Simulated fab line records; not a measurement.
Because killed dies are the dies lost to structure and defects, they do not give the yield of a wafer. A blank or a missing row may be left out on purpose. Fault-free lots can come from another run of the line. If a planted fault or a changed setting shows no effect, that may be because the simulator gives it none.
What tool caused it? + flow sky130 + 14 lots, 42 wafers sampled, at 3 steps of a route of 708

== WHAT THE GAUGES SHOWED, per wafer ==
SKY_VT_ADJUST_HVTP_OVL_MEAS_08. Usual: VT_ADJUST_HVTP_OVL gives 0.8 nm (standard deviation 1.5).
| lot  | measured     | on         | VT_ADJUST_HVTP_OVL (nm) | flag |
|------|--------------|------------|-------------------------|------|
| L614 | day 6 07:56  | overlay-02 | 1.2 0.9 -0.3            |      |
| L617 | day 6 21:22  | overlay-02 | 0.7 0.3 1.4             |      |
| L618 | day 7 03:13  | overlay-02 | 1.4 1.2 0.4             |      |
| L622 | day 8 11:47  | overlay-02 | 2.8 3.6 3.7             |      |
| L624 | day 8 15:42  | overlay-02 | 1.0 1.3 0.4             |      |
| L627 | day 9 13:11  | overlay-02 | 1.2 3.0 0.7             |      |
| L628 | day 10 01:49 | overlay-02 | 2.3 2.2 1.6             |      |
| L630 | day 10 11:45 | overlay-02 | 0.9 1.0 0.6             |      |
| L631 | day 10 15:37 | overlay-01 | -1.8 -0.4 0.1           |      |
| L632 | day 10 21:51 | overlay-02 | 1.8 2.3 1.9             |      |
| L633 | day 11 05:09 | overlay-02 | -0.8 0.7 1.3            |      |
| L634 | day 11 15:51 | overlay-01 | 0.8 1.2 1.2             |      |
| L636 | day 12 01:24 | overlay-01 | -1.7 -1.3 -3.2          |      |
| L637 | day 12 04:00 | overlay-01 | -0.2 -2.6 -2.2          |      |

SKY_SONOS_TUNNEL_OVL_MEAS_08. Usual: SONOS_TUNNEL_OVL gives 0.2 nm (standard deviation 1.2).
| lot  | measured     | on         | SONOS_TUNNEL_OVL (nm) | flag |
|------|--------------|------------|-----------------------|------|
| L614 | day 11 17:41 | overlay-02 | 0.3 -0.9 -1.6         |      |
| L617 | day 12 11:05 | overlay-02 | 0.2 -1.8 0.6          |      |
| L618 | day 12 19:35 | overlay-01 | -0.9 -0.8 0.7         |      |
| L622 | day 14 11:09 | overlay-02 | 1.1 1.4 0.6           |      |
| L624 | day 14 14:14 | overlay-01 | 0.4 0.8 1.6           |      |
| L627 | day 15 18:57 | overlay-01 | -0.4 1.1 0.5          |      |
| L628 | day 16 09:27 | overlay-02 | 1.2 1.2 0.7           |      |
| L630 | day 16 22:53 | overlay-02 | 2.3 0.9 1.9           |      |
| L631 | day 17 04:34 | overlay-02 | 1.6 2.6 1.1           |      |
| L632 | day 17 09:39 | overlay-01 | -1.3 1.2 -1.2         |      |
| L633 | day 17 19:53 | overlay-02 | -0.4 -1.0 0.6         |      |
| L634 | day 18 08:29 | overlay-02 | 1.1 1.0 1.5           |      |
| L636 | day 18 20:06 | overlay-01 | 1.1 -1.1 -0.9         |      |
| L637 | day 18 23:50 | overlay-02 | 1.2 1.1 -0.1          |      |

SKY_GATE_OXIDE_OVL_MEAS_10. Usual: GATE_OXIDE_OVL gives 0.4 nm (standard deviation 1.2).
| lot  | measured     | on         | GATE_OXIDE_OVL (nm) | flag |
|------|--------------|------------|---------------------|------|
| L614 | day 14 02:37 | overlay-02 | 0.6 -0.8 1.1        |      |
| L617 | day 14 23:04 | overlay-01 | 0.5 0.7 0.8         |      |
| L618 | day 15 08:49 | overlay-02 | 1.6 -0.3 0.9        |      |
| L622 | day 17 02:32 | overlay-02 | 0.0 0.4 -1.9        |      |
| L624 | day 17 07:56 | overlay-01 | 1.0 3.1 2.8         |      |
| L627 | day 18 19:50 | overlay-01 | 0.0 -0.3 -0.1       |      |
| L628 | day 19 12:04 | overlay-02 | 1.3 1.5 0.3         |      |
| L630 | day 19 21:49 | overlay-02 | 0.9 1.4 0.7         |      |
| L631 | day 20 06:59 | overlay-01 | -0.7 0.3 -1.0       |      |
| L632 | day 20 09:37 | overlay-01 | 2.8 0.9 0.3         |      |
| L633 | day 20 19:31 | overlay-02 | -0.2 3.7 2.1        |      |
| L634 | day 21 11:55 | overlay-02 | 1.8 0.1 0.3         |      |
| L636 | day 21 18:02 | overlay-01 | 0.8 0.8 0.9         |      |
| L637 | day 21 22:28 | overlay-02 | 0.1 -0.1 -0.9       |      |

== WHAT TOOL EACH LOT RAN ON (gives the tool, then ch and the chambers of the sampled wafers, and finally the start) ==
Before these readings, the record contains no process step.

== WHAT THE TOOLS THEMSELVES READ (means of the sampled wafers that have a number; where no wafer has one, the mark that the record gives instead) ==
The record holds no such reading with a usual standard deviation.

== THE ANSWER, worked out from the rows above alone ==
Rule: lot off if the mean of its wafers having a number is beyond 3 standard deviations from the usual mean. A lot without any number at a reading at which 4 lots or more have one is off too. Where the step has rows for the other lots, those lots are counted as sound. After the gauges, taken in route order, come the tools' own readings; for these a lot's mean is taken, as printed above. At the first step where some lot is off, the reading lying furthest off is the one used; lots without a number count as furthest.
No lot is off at any reading shown: from this, nothing can be told.

== WHAT THE SIMULATOR PUT IN ==
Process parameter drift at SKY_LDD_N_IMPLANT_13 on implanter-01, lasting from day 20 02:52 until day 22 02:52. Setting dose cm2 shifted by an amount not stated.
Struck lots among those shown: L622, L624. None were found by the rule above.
